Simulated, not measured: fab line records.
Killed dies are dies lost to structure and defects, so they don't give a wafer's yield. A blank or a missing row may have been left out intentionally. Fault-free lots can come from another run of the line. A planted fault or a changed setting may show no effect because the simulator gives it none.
A lot that was struck, set against a sound lot / flow gf180mcu / 15 out of 602 route steps
Sound: the wafers L772.2, L772.3, L772.5. Struck: wafers L781.2, L781.5, L781.6. The cause is given at the end.
For every step that has rows: the tool of each side, followed by ch and its chambers, followed by its first start. Under that, the readings that differ: sound wafers / struck wafers / difference of the means / sigmas: that difference in standard deviations of wafers without a fault.
alike: a reading whose means differ by less than 2 such deviations, as well as words and numbers matching on both sides. not compared: withheld readings; readings where some wafer has no value; bounds like >300 that might hide an equal value; numbers whose values overlap and for which the record gives no deviation.
Wherever a step has rows on one side only, a row that says differs or no value, or a row with sigmas, the two part there. Numbers that don't overlap but have no deviation are shown without sigmas and don't part them. A reading missing from all wafers of one side parts the sides only when that side holds two or more wafers.

GF_TOP_METAL_SPUTTER_04: material TiN, target thk 25 nm, time 20.8 s.
  struck on pvd_sputter-03, day 33 07:58; sound on pvd_sputter-03, day 31 04:40
  alike: throttle_valve_pct
GF_TOP_METAL_RS_MEAS_05: measures by four-point-probe.
  struck on film_metro-03, day 33 08:01; sound on film_metro-02, day 31 04:43
  alike: TOP_METAL_ALCU_RS
GF_TOP_METAL_THK_MEAS_06: measures by xrf.
  struck on film_metro-03, day 33 08:07; sound on film_metro-02, day 31 04:50
  alike: TOP_METAL_ALCU_THK
then, 7 steps without rows for these wafers: GF_TOP_METAL_DEHYDRATE_07 (time 60 s); GF_TOP_METAL_HMDS_08 (prime time 60 s); GF_TOP_METAL_COAT_09 (resist thk 1500 nm); GF_TOP_METAL_SOFTBAKE_10 (time 60 s); GF_TOP_METAL_EXPOSE_11 (exposes mask MetalTop, target cd 440 nm); GF_TOP_METAL_PEB_12; GF_TOP_METAL_DEVELOP_13 (develop time 60 s).
GF_TOP_METAL_CD_MEAS_14 targets a cd of 440 nm.
  struck on cd_sem-02, day 33 23:47; sound on cd_sem-02, day 31 21:44
reading=cd_nm (nm); sound=435.7 436.7 438.5; struck=443.0 441.7 438.5; difference=+4.1; sigmas=+2
GF_TOP_METAL_OVL_MEAS_15:
  struck on overlay-01, day 33 23:53; sound on overlay-02, day 31 21:50
reading=TOP_METAL_OVL (nm); sound=-2.5 -0.1 -0.8; struck=1.8 2.2 1.6; difference=+3.0; sigmas=+2
GF_TOP_METAL_METAL_ETCH_16: etches the open film in Cl2/BCl3, stops on SiO2, target depth 1077.5 nm, time 179.6 s.
  sound on rie_metal-02 ch 1, day 31 21:52; struck on rie_metal-04 ch 0,1, day 33 23:55
reading=mfc_cl2_sccm (sccm); sound=79.69 79.79 79.70; struck=80.88 80.18 80.07; difference=+0.65; sigmas=+3
reading=oes_product_au (a.u.); sound=0.965 0.979 0.967; struck=0.791 0.795 0.789; difference=-0.179; sigmas=-28
reading=throttle_valve_pct (%); sound=28.251 28.246 28.245; struck=28.450 28.435 28.460; difference=+0.201; sigmas=+18
reading=model.TOP_METAL.feature_depth_nm (nm); sound=1030 1041 1038; struck=724.9 728.8 722.5; difference=-310.9; sigmas=
reading=model.etch.depth_nm (nm); sound=1030 1041 1038; struck=725 728.8 722.5; difference=-311; sigmas=
reading=model.NOVOLAK_of_TOP_METAL_COAT_09.thk_nm (nm); sound=1075 1071 1076; struck=1210 1213 1216; difference=+139; sigmas=
  alike: drypump_motor_current_A
  not compared: rf_hours_counter_h
GF_TOP_METAL_STRIP_17: strips in O2/N2.
  sound on plasma_asher-02 ch 0,1, day 31 22:02; struck on plasma_asher-02 ch 0,1, day 34 00:05
reading=strip_time_to_endpoint_s (s); sound=13.50 13.46 13.52; struck=15.07 15.10 15.15; difference=+1.61; sigmas=+17
  alike: drypump_motor_current_A, heater_power_w, n2_flow_sccm, oes_product_au
  not compared: rf_hours_counter_h
then, 1 step without rows for these wafers: GF_TOP_METAL_STRIP_18 (strips in post etch residue remover, time 1200 s).

## WHERE THEY PART
Earliest at GF_TOP_METAL_CD_MEAS_14; latest, in this record, at GF_TOP_METAL_STRIP_17.

WHY: what had been put in by the simulator
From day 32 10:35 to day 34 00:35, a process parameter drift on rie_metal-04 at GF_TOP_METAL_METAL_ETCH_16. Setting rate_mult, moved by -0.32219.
